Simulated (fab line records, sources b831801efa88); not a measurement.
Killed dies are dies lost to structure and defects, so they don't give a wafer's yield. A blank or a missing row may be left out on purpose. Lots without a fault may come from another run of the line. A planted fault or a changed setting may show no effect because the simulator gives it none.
fab line records | flow sky130
record lots=12 wafers=36 last_day=51
route steps=708 shown METAL1@451 VIA1@470 METAL2@486 PAD_OPEN@708
lots that met no fault: from a run of the same line without faults
start_h: hours from the record's first day to the start of the lot's first wafer shown | wait_h: hours since the lot's step before | " the same as in the row above | L1.1+2: a row that stands for several wafers | - no value, or no start given | * or withheld: withheld | < > ~ a bound
route shown NAME@n: a module of which the file shows steps, and the number in the route of the first | usual: mean/standard deviation of fault-free wafers | same: alike in all rows | chamber/n: place in a boat | sites: the reading at each site | _std_site: their standard deviation | _edge_site: outer sites' mean less inner sites' | radius_mm: how far each site lies from the wafer's centre | mask NAME#n: copy n | behind: the tool/chamber that last shaped the wafer | hold: why the lot was held/for how many hours/how that ended | device: the transistor (n, p or np) that didn't switch | end of line: the same wafers' tests at the end of the route | a step without rows: its recipe alone | killed: dies lost to structure and defects at the first sort, not the wafer's yield | map: a wafer's dies, x killed, . not, _ none there
set.NAME: the setting as run; set.NAME@STEP: as run at that earlier step | model.NAME: the simulator's own value behind a step, which no gauge read
steps of the route over a sample of lots; a table a step, a row a wafer
services: from which hour (start_h, from the record's first day; less than 0 if before it) a tool's chamber was out of use, for how many hours, and why
## steps
# step SKY_METAL1_DESCUM_17
# recipe chemistry=O2 source_power_w=150 bias_power_w=0 pressure_mtorr=10 temp_c=40 time_s=8
# usual drypump_motor_current_A=5.7/0.31 oes_product_au=1.003/0.0092
# columns lot.wafer tool chamber start_h wait_h drypump_motor_current_A oes_product_au rf_hours_counter_h
L809.3 rie_metal-03 1 767.50 0.0 5.9 0.998 -
L809.4 " 0 " " 5.5 1.000 -
L809.5 " 1 " " 5.9 1.004 -
L811.2 rie_metal-02 1 793.55 0.0 5.3 1.002 -
L811.3 " 1 " " 5.4 1.002 -
L811.5 " 1 " " 5.4 1.007 -
L812.2 rie_metal-01 1 801.02 0.0 5.8 0.997 8
L812.5 " 1 " " 5.8 1.006 -
L812.6 " 0 " " 6.1 1.004 -
L814.1 rie_metal-01 1 807.39 0.0 5.8 0.993 9
L814.2 " 0 " " 6.1 1.021 1
L814.4 " 1 " " 5.8 0.998 -
L816.3 rie_metal-02 0 825.05 0.0 6.1 1.000 -
L816.5 " 0 " " 6.2 1.002 -
L816.6 " 1 " " 5.4 1.003 -
L818.2 rie_metal-01 1 837.89 0.0 5.8 0.994 10
L818.5 " 0 " " 6.1 1.016 -
L818.6 " 1 " " 5.8 0.993 -
L826.3 rie_metal-01 0 895.93 0.0 6.1 1.009 -
L826.4 " 1 " " 5.8 0.999 -
L826.5 " 1 " " 5.8 0.997 -
L827.2 rie_metal-03 0 906.35 0.0 5.5 1.008 -
L827.4 " 0 " " 5.5 0.998 -
L827.6 " 0 " " 5.5 0.992 -
L829.3 rie_metal-03 0 915.58 0.0 5.5 0.996 -
L829.4 " 1 " " 5.9 1.005 -
L829.5 " 0 " " 5.5 1.003 -
L828.3 rie_metal-02 0 916.96 0.0 6.2 0.999 -
L828.5 " 1 " " 5.3 1.009 -
L828.6 " 0 " " 6.2 1.002 -
L831.1 rie_metal-01 1 960.32 0.0 5.8 0.999 15
L831.3 " 1 " " 5.8 0.997 -
L831.6 " 0 " " 6.1 1.017 -
L830.2 rie_metal-01 0 965.42 0.0 6.1 1.014 7
L830.3 " 0 " " 6.1 1.014 -
L830.4 " 1 " " 5.8 0.979 -
# step SKY_VIA1_CD_MEAS_12
# recipe target_cd_nm=150
# usual cd_nm=150.1/1.7
# columns lot.wafer tool chamber start_h wait_h cd_nm
L809.3 cd_sem-01 - 795.28 - 153.1
L809.4 " - " " 150.9
L809.5 " - " " 153.0
L811.2 cd_sem-02 - 821.10 - 149.4
L811.3 " - " " 151.2
L811.5 " - " " 150.6
L812.2 cd_sem-02 - 828.16 - 150.0
L812.5 " - " " 149.8
L812.6 " - " " 148.7
L814.1 cd_sem-01 - 834.74 - 146.8
L814.2 " - " " 147.3
L814.4 " - " " 148.7
L816.3 cd_sem-02 - 852.42 - 148.6
L816.5 " - " " 147.4
L816.6 " - " " 147.7
L818.2 cd_sem-01 - 864.96 - 149.6
L818.5 " - " " 148.5
L818.6 " - " " 149.3
L826.3 cd_sem-01 - 922.68 - 148.2
L826.4 " - " " 148.3
L826.5 " - " " 149.3
L827.2 cd_sem-02 - 933.21 - 149.8
L827.4 " - " " 150.6
L827.6 " - " " 149.4
L829.3 cd_sem-02 - 941.58 - 152.3
L829.4 " - " " 150.4
L829.5 " - " " 150.8
L828.3 cd_sem-02 - 943.63 - 154.3
L828.5 " - " " 152.4
L828.6 " - " " 151.4
L831.1 cd_sem-02 - 985.54 - 149.7
L831.3 " - " " 152.0
L831.6 " - " " 150.3
L830.2 cd_sem-01 - 989.51 - 149.0
L830.3 " - " " 148.6
L830.4 " - " " 147.4
# step SKY_VIA1_CMP_24
# recipe stop_on=SiO2 t_overpolish_s=15 down_force_psi=3.5 platen_rpm=60 target_thk_nm=0 pad_velocity_m_s=0.94248
# usual edge_zone_pressure_frac=1.000/0.0048 head_pressure_psi=3.500/0.0077 motor_current_A=11.3/1.1 overpolish_run_s=15.001/0.0082 slurry_filter_dp_kPa=13.50/0.13 time_to_endpoint_s=67/3.5
# columns lot.wafer tool chamber start_h wait_h edge_zone_pressure_frac head_pressure_psi motor_current_A overpolish_run_s slurry_filter_dp_kPa time_to_endpoint_s
L809.3 cmp-02 3 796.41 0.0 1.006 3.497 11.8 15.001 13.30 67
L809.4 " 1 " " 1.006 3.498 11.6 15.004 13.40 63
L809.5 " 3 " " 1.004 3.490 11.3 14.997 13.47 66
L811.2 cmp-02 2 822.25 0.0 0.994 3.505 9.7 14.988 13.37 65
L811.3 " 1 " " 1.003 3.488 11.7 14.999 13.52 70
L811.5 " 2 " " 0.999 3.503 9.8 15.008 13.49 66
L812.2 cmp-01 3 829.36 0.1 0.993 3.501 9.6 14.996 13.70 67
L812.5 " 2 " " 1.008 3.502 11.2 14.998 13.44 65
L812.6 " 3 " " 0.990 3.513 10.1 14.997 13.63 65
L814.2 cmp-01 3 836.00 0.1 0.996 3.503 10.1 14.984 13.76 69
L814.4 " 0 " " 0.992 3.509 12.3 15.010 13.45 68
L814.1 " 1 " " 1.002 3.499 12.8 15.006 13.27 71
L816.3 cmp-02 0 853.62 0.1 - - - - - -
L816.5 " 3 " " - - - - - -
L816.6 " 0 " " - - - - - -
L818.2 cmp-02 0 866.35 0.2 - - - - - -
L818.5 " 1 " " - - - - - -
L818.6 " 2 " " - - - - - -
L826.4 cmp-02 1 923.81 0.0 0.996 3.511 11.8 15.012 13.28 64
L826.3 " 3 " " 1.005 3.514 10.4 14.999 13.50 65
L826.5 " 1 " " 1.002 3.504 11.8 15.003 13.60 66
L827.4 cmp-02 0 934.54 0.1 1.003 3.497 11.8 14.988 13.38 69
L827.2 " 1 " " 0.992 3.498 11.7 14.987 13.65 63
L827.6 " 3 " " 0.995 3.502 10.8 15.003 13.56 64
L829.3 cmp-02 1 942.76 0.1 1.008 3.501 12.0 15.006 13.51 64
L829.4 " 2 " " 0.992 3.499 9.9 15.013 13.50 64
L829.5 " 0 " " 0.999 3.508 12.1 15.000 13.64 69
L828.3 cmp-01 1 945.29 0.5 1.006 3.490 13.3 14.995 13.72 68
L828.5 " 3 " " 0.996 3.499 9.5 15.010 13.43 68
L828.6 " 0 " " 0.996 3.504 12.1 15.000 13.52 69
L831.3 cmp-01 3 986.76 0.0 0.999 3.513 9.9 14.992 13.66 76
L831.1 " 0 " " 1.006 3.500 12.2 15.004 13.41 73
L831.6 " 3 " " 1.005 3.505 9.8 15.006 13.37 72
L830.3 cmp-02 3 990.81 0.1 1.001 3.503 11.1 14.995 13.46 65
L830.4 " 0 " " 0.998 3.483 11.9 14.995 13.53 72
L830.2 " 1 " " 0.996 3.507 11.8 14.995 13.33 65
# step SKY_METAL2_SPUTTER_03
# recipe material=Ti target_thk_nm=5 power_w=3000 time_s=3.3 chamber_pressure_pa=0.4
# usual throttle_valve_pct=29.4/0.88
# columns lot.wafer tool chamber start_h wait_h throttle_valve_pct
L809.3 pvd_sputter-03 - 796.78 0.0 29.6
L809.4 " - " " 29.4
L809.5 " - " " 29.2
L811.2 pvd_sputter-02 - 822.63 0.0 29.3
L811.3 " - " " 27.0
L811.5 " - " " 29.4
L812.2 pvd_sputter-04 - 829.68 0.0 28.8
L812.5 " - " " 30.2
L812.6 " - " " 29.8
L814.1 pvd_sputter-03 - 836.32 0.0 30.3
L814.2 " - " " 29.0
L814.4 " - " " 29.3
L826.3 pvd_sputter-02 - 924.19 0.0 30.2
L826.4 " - " " 26.9
L826.5 " - " " 29.7
L827.2 pvd_sputter-04 - 934.86 0.0 30.2
L827.4 " - " " 29.7
L827.6 " - " " 30.1
L829.3 pvd_sputter-02 - 943.08 0.0 30.0
L829.4 " - " " 29.5
L829.5 " - " " 30.2
L828.3 pvd_sputter-02 - 945.56 0.0 29.3
L828.5 " - " " 29.5
L828.6 " - " " 30.1
L831.1 pvd_sputter-02 - 987.14 0.0 29.3
L831.3 " - " " 27.1
L831.6 " - " " 30.1
L830.2 pvd_sputter-03 - 991.14 0.0 29.3
L830.3 " - " " 29.8
L830.4 " - " " 29.2
# step SKY_PAD_OPEN_PROBE_99
# usual defect_limited_yield=82.4/2 killed_at_M0_to_M3=43/6.8 killed_at_M4_up=3.1/1.8 killed_at_contacts=25/5.8 killed_at_front_end=15/4.2 killed_at_other=0.3/0.5 killed_dies=87/9.7 killed_on_rim=17/4.1 killed_open=47/7.3 killed_short=39/6.6 sort_bin_3_pad_short=0.9/0.37 sort_bin_5_function=10.4/1.4 sort_bin_6_memory=6.3/1.1 sort_n_pass=405/9.7 sort_yield_pct=82.4/2
# same gross_dies=492 killed_at_back_side=0 sort_bin_4_leakage[%]=0 sort_bin_8_speed[%]=0
# columns lot.wafer tool chamber start_h wait_h defect_limited_yield[%] killed_at_M0_to_M3 killed_at_M4_up killed_at_contacts killed_at_front_end killed_at_other killed_dies killed_on_rim killed_open killed_short sort_bin_3_pad_short[%] sort_bin_5_function[%] sort_bin_6_memory[%] sort_n_pass sort_yield_pct[%]
L816.3 prober-01 - 1120.15 0.2 0 456 2 18 15 1 492 96 44 35 85.2 8.7 6.1 0 0
L816.5 prober-01 - 1120.25 0.2 0 459 1 20 12 0 492 96 47 33 83.9 10.4 5.7 0 0
L816.6 prober-01 - 1120.30 0.2 0 455 5 22 9 1 492 96 43 27 86.6 8.5 4.9 0 0
L818.2 prober-02 - 1132.54 0.1 0 441 3 29 19 0 492 96 56 31 82.7 10.2 7.1 0 0
L818.5 prober-02 - 1132.69 0.2 0 448 6 20 18 0 492 96 59 38 80.9 12.4 6.7 0 0
L818.6 prober-02 - 1132.74 0.2 0 462 0 21 9 0 492 96 33 32 87.4 7.7 4.9 0 0
L826.3 prober-01 - 1175.74 0.2 80.5 50 1 33 12 0 96 21 47 49 1.4 11.0 7.1 396 80.5
L826.4 prober-01 - 1175.79 0.2 82.5 39 6 25 16 0 86 16 50 36 0.4 9.8 7.3 406 82.5
L826.5 prober-01 - 1175.84 0.2 81.3 47 2 32 10 1 92 16 49 43 1.4 11.2 6.1 400 81.3
L829.3 prober-01 - 1188.14 0.2 81.7 40 2 24 24 0 90 15 53 37 0.8 11.2 6.3 402 81.7
L829.4 prober-01 - 1188.19 0.2 83.3 47 2 21 12 0 82 18 43 39 1.2 10.8 4.7 410 83.3
L829.5 prober-01 - 1188.24 0.2 81.7 41 4 23 22 0 90 18 52 38 0.8 11.0 6.5 402 81.7
L830.2 prober-02 - 1216.96 0.1 82.1 35 7 31 15 0 88 16 50 37 1.0 11.4 5.5 404 82.1
L830.3 prober-02 - 1217.01 0.2 80.1 56 3 30 9 0 98 24 53 45 1.4 11.2 7.3 394 80.1
L830.4 prober-02 - 1217.06 0.2 81.3 50 4 25 13 0 92 18 53 39 0.8 12.2 5.7 400 81.3
# killed by level:class
L816.3 VIA1:area_cmp=413 CONTACT:geometric_particle:open=9 VIA2:geometric_particle:open=9 VIA1:geometric_particle:open=8 VIA1:geometric_particle:short=7 VIA3:geometric_particle:open=6 FIELD_ISO:geometric_particle:short=5 FIELD_ISO:geometric_particle:open=5
L816.5 VIA1:area_cmp=412 CONTACT:geometric_particle:open=11 VIA1:geometric_particle:open=10 VIA2:geometric_particle:open=8 METAL1:geometric_particle:short=7 VIA3:geometric_particle:open=7 POLY_GATE:geometric_particle:open=4 CONTACT:geometric_particle:short=4
L816.6 VIA1:area_cmp=422 CONTACT:geometric_particle:open=14 VIA1:geometric_particle:open=12 METAL2:geometric_particle:short=6 VIA2:geometric_particle:open=4 METAL4:geometric_particle:short=4 POLY_GATE:geometric_particle:open=3 LI_CONTACT:geometric_particle:open=3
L818.2 VIA1:area_cmp=405 VIA1:geometric_particle:open=14 LI_CONTACT:geometric_particle:open=10 CONTACT:geometric_particle:open=8 VIA2:geometric_particle:open=7 LOCAL_INTERCONNECT:geometric_particle:short=6 FIELD_ISO:geometric_particle:open=5 FIELD_ISO:geometric_particle:short=5
L818.5 VIA1:area_cmp=395 VIA3:geometric_particle:open=16 VIA1:geometric_particle:open=11 CONTACT:geometric_particle:open=7 LI_CONTACT:geometric_particle:open=6 FIELD_ISO:geometric_particle:short=5 FIELD_ISO:geometric_particle:open=5 POLY_GATE:geometric_particle:short=5
L818.6 VIA1:area_cmp=427 VIA1:geometric_particle:open=12 LI_CONTACT:geometric_particle:open=8 VIA1:geometric_particle:short=8 CONTACT:geometric_particle:open=7 CONTACT:geometric_particle:short=4 METAL1:geometric_particle:short=4 FIELD_ISO:geometric_particle:short=3
L826.3 CONTACT:geometric_particle:open=11 VIA1:geometric_particle:open=10 CONTACT:geometric_particle:short=9 METAL2:geometric_particle:short=9 LI_CONTACT:geometric_particle:open=7 METAL1:geometric_particle:short=7 VIA2:geometric_particle:open=6 VIA3:geometric_particle:short=5
L826.4 VIA1:geometric_particle:open=11 METAL2:geometric_particle:short=9 LI_CONTACT:geometric_particle:open=7 CONTACT:geometric_particle:open=7 VIA3:geometric_particle:open=7 FIELD_ISO:geometric_particle:short=5 LOCAL_INTERCONNECT:geometric_particle:short=4 POLY_GATE:geometric_particle:open=4
L826.5 CONTACT:geometric_particle:open=15 VIA1:geometric_particle:open=12 VIA3:geometric_particle:open=9 VIA1:geometric_particle:short=7 CONTACT:geometric_particle:short=6 METAL1:geometric_particle:short=6 FIELD_ISO:geometric_particle:short=5 LI_CONTACT:geometric_particle:open=5
L829.3 CONTACT:geometric_particle:open=13 VIA1:geometric_particle:open=9 FIELD_ISO:geometric_particle:short=7 METAL2:geometric_particle:short=7 VIA2:geometric_particle:open=7 FIELD_ISO:geometric_particle:open=6 CONTACT:geometric_particle:short=6 VIA3:geometric_particle:open=6
L829.4 CONTACT:geometric_particle:open=12 VIA3:geometric_particle:open=8 VIA1:geometric_particle:open=7 VIA1:geometric_particle:short=7 VIA2:geometric_particle:open=7 METAL3:geometric_particle:short=6 POLY_GATE:geometric_particle:open=4 METAL1:geometric_particle:short=3
L829.5 VIA1:geometric_particle:open=9 LI_CONTACT:geometric_particle:open=7 CONTACT:geometric_particle:open=7 FIELD_ISO:geometric_particle:open=6 POLY_GATE:geometric_particle:open=6 CONTACT:geometric_particle:short=6 VIA2:geometric_particle:open=6 VIA3:geometric_particle:open=5
L830.2 CONTACT:geometric_particle:open=10 LI_CONTACT:geometric_particle:open=9 VIA1:geometric_particle:open=9 VIA3:geometric_particle:open=6 CONTACT:geometric_particle:short=5 METAL4:geometric_particle:short=5 POLY_GATE:geometric_particle:short=4 VIA1:geometric_particle:short=4
L830.3 VIA1:geometric_particle:open=13 LI_CONTACT:geometric_particle:open=9 CONTACT:geometric_particle:short=8 VIA3:geometric_particle:open=8 CONTACT:geometric_particle:open=7 METAL1:geometric_particle:short=6 VIA2:geometric_particle:open=6 POLY_GATE:geometric_particle:short=5
L830.4 VIA1:geometric_particle:open=12 CONTACT:geometric_particle:open=9 VIA2:geometric_particle:open=7 LI_CONTACT:geometric_particle:open=6 VIA3:geometric_particle:open=6 METAL3:geometric_particle:short=5 FIELD_ISO:geometric_particle:open=4 CONTACT:geometric_particle:short=4
## services
# columns tool chamber start_h hours kind
cmp-02 - 744.05 4.0 pm
cmp-02 - 748.05 - consumable_replace:conditioner
cmp-02 - 748.05 - consumable_replace:pad
rie_metal-02 - 748.32 1.4 repair
cmp-01 - 753.75 0.5 repair
cmp-01 - 754.23 2.7 repair
rie_metal-03 - 771.22 4.3 pm
cmp-02 - 777.26 5.2 pm
cmp-02 - 809.74 2.5 repair
pvd_sputter-02 - 820.47 1.4 repair
cmp-01 - 843.77 1.6 repair
cmp-01 - 848.98 0.4 repair
rie_metal-02 1 849.39 1.5 repair
cmp-01 - 850.55 4.6 pm
cmp-02 - 861.64 0.3 repair
rie_metal-03 1 866.77 1.2 repair
pvd_sputter-03 - 869.41 4.9 repair
rie_metal-03 1 904.62 6.2 repair
cmp-01 - 912.00 4.0 pm
pvd_sputter-02 - 919.42 3.8 repair
cmp-01 - 932.08 5.5 pm
cmp-02 - 943.59 2.7 repair
pvd_sputter-04 - 944.69 2.5 repair
rie_metal-02 - 988.84 0.4 repair
## key
first_sign step=SKY_VIA1_CMP_24 reading=tool_record direction=missing
effect step=SKY_PAD_OPEN_PROBE_99 reading=sort_bin_3_pad_short direction=up sigmas=99+ usual=0.9 struck=84.5
more_kills_born_at SKY_VIA1_CMP_24@cmp-02=2454
met_at SKY_VIA1_CMP_24
struck_lots L816,L818
later_rows_left_out L816.3,L816.5,L816.6,L818.2,L818.5,L818.6
not_acting_at SKY_METAL1_DESCUM_17,SKY_VIA1_CD_MEAS_12,SKY_METAL2_SPUTTER_03
onset_between 822.25 853.62
fault kind=skipped_step_whole tool=cmp-02 chamber=- onset_h=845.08 steps=SKY_VIA1_CMP_24 scope=struck_lots_only
# later_rows_left_out: the simulator's readings of these wafers behind a module that went badly wrong aren't trusted and aren't shown, but for the sort
